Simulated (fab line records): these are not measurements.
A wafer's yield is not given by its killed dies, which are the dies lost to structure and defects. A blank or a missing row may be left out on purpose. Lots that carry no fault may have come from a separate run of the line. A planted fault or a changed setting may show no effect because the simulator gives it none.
Which tool was responsible? -- flow gf180mcu -- 14 lots with 42 wafers sampled at 2 steps, on a route of 602 steps

WHAT THE GAUGES SHOWED, per wafer
GF_M5_OVL_MEAS_08.
lot,measured,on,M5_OVL (nm)
L193,day 28 15:10,overlay-02,-4 -9 -6
L194,day 28 19:46,overlay-02,4 -2 2
L195,day 29 00:04,overlay-02,-2 -9 -6
L197,day 29 20:28,overlay-02,6 -4 6
L198,day 29 23:34,overlay-01,-5 -16 -5
L199,day 30 06:07,overlay-02,-3 -1 -3
L200,day 30 13:55,overlay-01,-4 -5 3
L201,day 31 04:58,overlay-02,2 0 3
L203,day 31 16:14,overlay-01,-4 -1 2
L202,day 31 18:25,overlay-01,9 3 5
L205,day 31 22:46,overlay-02,8 10 16
L206,day 32 05:28,overlay-02,-2 1 1
L207,day 32 06:07,overlay-02,3 6 -1
L209,day 32 17:55,overlay-02,-5 3 1

GF_V5_THK_MEAS_01.
lot,measured,on,V5_CVD_00_THK (nm)
L193,day 28 15:58,film-metro-02,313 308 312
L194,day 28 20:34,film-metro-01,309 311 311
L195,day 29 00:50,film-metro-03,310 308 309
L197,day 29 21:14,film-metro-03,307 313 308
L198,day 30 00:20,film-metro-03,308 313 310
L199,day 30 06:53,film-metro-02,313 313 310
L200,day 30 14:41,film-metro-03,312 310 306
L201,day 31 05:44,film-metro-02,309 309 311
L203,day 31 17:01,film-metro-03,311 302 307
L202,day 31 19:11,film-metro-01,311 313 314
L205,day 31 23:32,film-metro-02,304 303 311
L206,day 32 06:14,film-metro-03,315 315 313
L207,day 32 07:02,film-metro-01,315 311 316
L209,day 32 18:43,film-metro-03,317 316 312

EACH LOT AND THE TOOL THAT RAN IT (in order: tool; ch and the chambers of the sampled wafers; start)
Record: no process step prior to these readings.

AS READ BY THE TOOLS THEMSELVES (means over the sampled wafers that have a number; for cases with no such wafer, the mark the record gives instead)
The record holds no such reading with a usual standard deviation.

THE ANSWER, worked out from the rows above alone
Rule: usual is defined by the lots themselves. The widest of any qualifying gaps counts: lots, ordered by their means at a reading, are off when they make up no more than a third of the lots, leave a main group of 4 or more, and stand apart from it by 3 or more times the standard deviation of that group's means. A main group whose means are all the same, to the digits that the tables above print for the reading, isn't used. A lot without any number at a reading at which 4 lots or more have one is off too. Where the step has rows for the other lots, those lots are counted as sound. First the gauges in route order, then the tools' own readings, where a lot's mean is used as printed above. At the first step where some lot is off, the reading lying furthest off is the one used; lots without a number count as furthest.
No lot is off at any reading shown: from this, nothing can be told.

WHAT WAS PUT IN BY THE SIMULATOR
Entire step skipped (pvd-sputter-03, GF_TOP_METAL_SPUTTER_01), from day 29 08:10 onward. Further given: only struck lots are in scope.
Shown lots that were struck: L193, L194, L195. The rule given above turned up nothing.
